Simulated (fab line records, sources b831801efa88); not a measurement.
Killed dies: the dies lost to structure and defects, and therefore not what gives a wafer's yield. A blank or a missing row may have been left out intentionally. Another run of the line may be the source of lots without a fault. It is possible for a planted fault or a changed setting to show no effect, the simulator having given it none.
Code-filled problem report in 8D (eight disciplines) form + flow sky130 + the parts of the form that need people (team, actions taken, sign-off) are left out

1. WHAT IS WRONG
Wafers free of any fault read 1381 (standard deviation 17) for VT_ADJUST_HVTP_TW at SKY_VT_ADJUST_HVTP_TW_MEAS_11, against a mean of 1290 on 6 wafers of 2 lots. That is -5.4 standard deviations from the usual mean.
Seen first at day 11 10:25 on filmMetro-03, wafer L404.1. Wafers with a number at this step in the record: 39, from 13 lots. Rule for "out" (also "out of limits"): further than 4 standard deviations from the usual mean. Any other wafer with a number is counted as sound.

2. WHAT THIS IS AND IS NOT
| question                    | is                     | is not                                                           |
|-----------------------------|------------------------|------------------------------------------------------------------|
| which readings at this step | VT_ADJUST_HVTP_TW      | -                                                                |
| which lots                  | L404, L406             | L384, L386, L387, L389, L390, L391, L392, L394, L395, L396, L397 |
| which wafers of those lots  | all that have a number | -                                                                |
| read on which gauges        | filmMetro-03           | filmMetro-02, filmMetro-04                                       |
| when                        | from day 11 10:25      | up to then (33 sound wafers)                                     |

3. THE SUSPECTS, EACH WITH WHAT RULES IT OUT
Counting: a tool at any process step up to the reading remains a suspect when it ran all the lots that are out and ran no sound lot after the first of those.
- the gauge at SKY_VT_ADJUST_HVTP_TW_MEAS_11: kept. All the wafers that are out were read on filmMetro-03, and no step on other tools shows them out.
- implanter-03 at SKY_VT_ADJUST_HVTP_IMPLANT_09: kept. It processed each lot that is out, first L404 at day 11 10:10, and no sound lot thereafter; up to then, the last sound lot it processed was L392 at day 8 05:02.
The count leaves filmMetro-03 at SKY_VT_ADJUST_HVTP_TW_MEAS_11 and implanter-03 at SKY_VT_ADJUST_HVTP_IMPLANT_09.

4. THE CAUSE (what the simulator had put in)
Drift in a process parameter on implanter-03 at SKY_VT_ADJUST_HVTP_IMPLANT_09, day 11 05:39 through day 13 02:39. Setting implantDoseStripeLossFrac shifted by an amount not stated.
Of the 2 suspects that counting leaves, this tool is one.

5. THE EFFECT CHAIN, in route order
Each row: a reading whose mean over the struck wafers that have a number lies more than 3 standard deviations from the usual. Only readings whose record carries a usual standard deviation are examined. hours: median over the lots of the time between each lot's start at the first step of this table that gives one and its start at this step. sigmas: the change, counted in usual standard deviations.
| hours | step                          | reading           | usual | on struck wafers | change | sigmas |
|-------|-------------------------------|-------------------|-------|------------------|--------|--------|
| 0     | SKY_VT_ADJUST_HVTP_TW_MEAS_11 | VT_ADJUST_HVTP_TW | 1381  | 1290             | -91    | -5.4   |
At these later measuring or inspecting steps, every struck wafer for which the step has a row has a number for every such reading, and none has moved that far: SKY_SD_N_TW_MEAS_12.

6. HOW IT WOULD HAVE BEEN CAUGHT EARLIER
In this record the first reading out of limits at a measuring or inspecting step was taken at day 11 10:25, 5 hours after the fault began at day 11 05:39.
Lots out: 2; of these, L406 started SKY_VT_ADJUST_HVTP_IMPLANT_09 on implanter-03 after day 11 10:25. It would have been spared by a hold on the tool at that moment.
